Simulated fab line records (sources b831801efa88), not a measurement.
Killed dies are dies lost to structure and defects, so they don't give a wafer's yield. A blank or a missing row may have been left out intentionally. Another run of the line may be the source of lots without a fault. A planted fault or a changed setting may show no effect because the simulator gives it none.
Which tool is to blame?    flow gf180mcu    Sampling: 11 lots, 33 wafers, 4 of 602 route steps

## WHAT THE GAUGES READ, wafer by wafer
GF_HV_LDD_THK_MEAS_57.
lot   measured      on             HV_LDD_CVD_56_THK (nm)
L340  day 13 07:20  film metro-03  92.0 91.9 91.1
L342  day 13 22:27  film metro-03  89.6 90.5 89.2
L345  day 14 20:57  film metro-03  90.5 91.3 91.0
L346  day 15 05:08  film metro-03  104.5 104.6 104.5
L348  day 15 20:39  film metro-03  104.1 104.3 104.7
L354  day 17 22:11  film metro-03  89.4 88.8 89.4
L355  day 18 07:53  film metro-03  90.1 90.7 90.3
L356  day 18 13:51  film metro-04  90.8 90.7 90.6
L357  day 18 20:17  film metro-04  89.7 91.0 90.3
L358  day 19 02:38  film metro-03  88.9 89.3 89.4
L361  day 20 04:47  film metro-03  89.9 90.3 90.5

GF_SAB_OVL_MEAS_10.
lot   measured      on          SAB_OVL (nm)
L340  day 15 22:56  overlay-02  1.4 1.3 0.8
L342  day 16 15:27  overlay-02  -1.0 -0.6 -0.3
L345  day 17 15:16  overlay-01  -1.1 0.3 2.0
L346  day 18 01:34  overlay-01  -0.7 -1.8 -1.5
L348  day 18 19:41  overlay-01  -3.2 -3.6 -2.6
L354  day 20 23:49  overlay-02  -1.5 -1.2 -1.4
L355  day 21 10:25  overlay-01  1.9 0.9 -0.6
L356  day 21 14:50  overlay-01  -0.3 0.0 -2.9
L357  day 21 22:32  overlay-01  -0.1 0.9 2.1
L358  day 22 04:11  overlay-02  0.9 -0.2 -1.1
L361  day 23 05:10  overlay-01  -0.7 -2.4 -0.4

## EACH LOT AND THE TOOL THAT RAN IT (in order: tool; ch and the chambers of the sampled wafers; start)
lot   GF_HV_LDD_CVD_56             GF_HV_LDD_ETCHBACK_58
L340  lpcvd-02 ch 0, day 13 05:53  rie diel-03 ch 0,3, day 13 07:23
L342  lpcvd-02 ch 1, day 13 20:59  rie diel-02 ch 1,2,3, day 13 22:31
L345  lpcvd-02 ch 1, day 14 19:31  rie diel-03 ch 0,2,3, day 14 21:01
L346  lpcvd-02 ch 1, day 15 03:39  rie diel-03 ch 0,1,3, day 15 05:12
L348  lpcvd-02 ch 1, day 15 19:13  rie diel-02 ch 0,2,3, day 15 20:43
L354  lpcvd-01 ch 1, day 17 20:46  rie diel-02 ch 0,3, day 17 22:15
L355  lpcvd-02 ch 1, day 18 06:26  rie diel-02 ch 0,3, day 18 07:55
L356  lpcvd-02 ch 0, day 18 12:24  rie diel-03 ch 1,3, day 18 13:53
L357  lpcvd-01 ch 0, day 18 18:52  rie diel-01 ch 0,2, day 18 20:21
L358  lpcvd-02 ch 1, day 19 01:11  rie diel-02 ch 1,2,3, day 19 02:41
L361  lpcvd-02 ch 0, day 20 03:21  rie diel-01 ch 1,2,3, day 20 04:50
- GF_HV_LDD_CVD_56: deposits Si3N4 from DCS/NH3, target thk 90 nm, time 1543 s.
- GF_HV_LDD_ETCHBACK_58: etches Si3N4 in CH3F/O2, stops on SiO2, time 100 s, target depth 90 nm.

## WHAT THE TOOLS THEMSELVES READ (means of the sampled wafers that have a number; where no wafer has one, the mark that the record gives instead)
GF_HV_LDD_CVD_56.
lot   tool      pressure mtorr (mTorr)  spike tc centre C (C)  spike tc upper C (C)  zone power upper pct (%)
L340  lpcvd-02  250.1                   768.4                  769.1                 13.0
L342  lpcvd-02  250.2                   770.8                  769.4                 16.4
L345  lpcvd-02  249.9                   771.2                  769.8                 16.3
L346  lpcvd-02  249.5                   771.0                  768.6                 16.5
L348  lpcvd-02  250.2                   769.3                  769.6                 16.3
L354  lpcvd-01  249.8                   771.3                  768.6                 14.7
L355  lpcvd-02  250.3                   769.0                  767.7                 16.6
L356  lpcvd-02  250.1                   770.1                  769.4                 13.1
L357  lpcvd-01  249.8                   770.1                  770.2                 13.7
L358  lpcvd-02  251.2                   770.2                  769.0                 16.5
L361  lpcvd-02  250.2                   769.7                  769.0                 13.1

GF_HV_LDD_ETCHBACK_58.
lot   tool         drypump motor current A (A)  oes product au (a.u.)  throttle valve pct (%)
L340  rie diel-03  6.1                          0.853                  10.564
L342  rie diel-02  5.9                          0.840                  10.575
L345  rie diel-03  6.2                          0.847                  10.571
L346  rie diel-03  5.9                          0.915                  10.569
L348  rie diel-02  5.8                          0.920                  10.573
L354  rie diel-02  5.9                          0.835                  10.559
L355  rie diel-02  5.9                          0.843                  10.572
L356  rie diel-03  5.8                          0.845                  10.568
L357  rie diel-01  5.5                          0.843                  10.565
L358  rie diel-02  5.9                          0.836                  10.563
L361  rie diel-01  5.9                          0.850                  10.566

## THE ANSWER, worked out from the rows above alone
Rule: the lots themselves supply what counts as usual. Put in order of their means at a reading, lots are off if they are a third of the lots or fewer, leave a main group of 4 or more, and stand apart from it by a gap of 3 or more times the standard deviation of the main group's means; of several such gaps the widest counts. The tables above print the reading to a certain number of digits; a main group whose means all agree to those digits is not used. A lot without any number at a reading at which 4 lots or more have one is off too. The other lots that the step has rows for count as sound. After the gauges, taken in route order, come the tools' own readings; for these a lot's mean is taken, as printed above. At the first step where some lot is off, the reading lying furthest off is the one used; lots without a number count as furthest.
Off: L346, L348, at GF_HV_LDD_THK_MEAS_57 (HV_LDD_CVD_56_THK). The main group has a mean of 90.3 nm with a standard deviation of 0.76.
If a tool, at a process step before that reading, ran all the lots that are off and no sound lot after the first of them, it fits. The gauges at GF_HV_LDD_THK_MEAS_57 aren't tried: what is off there is off at GF_HV_LDD_ETCHBACK_58 too, on other tools, and a gauge's error can't cause that. No candidate that was tried fits.

## WHAT THE SIMULATOR HAD PUT IN
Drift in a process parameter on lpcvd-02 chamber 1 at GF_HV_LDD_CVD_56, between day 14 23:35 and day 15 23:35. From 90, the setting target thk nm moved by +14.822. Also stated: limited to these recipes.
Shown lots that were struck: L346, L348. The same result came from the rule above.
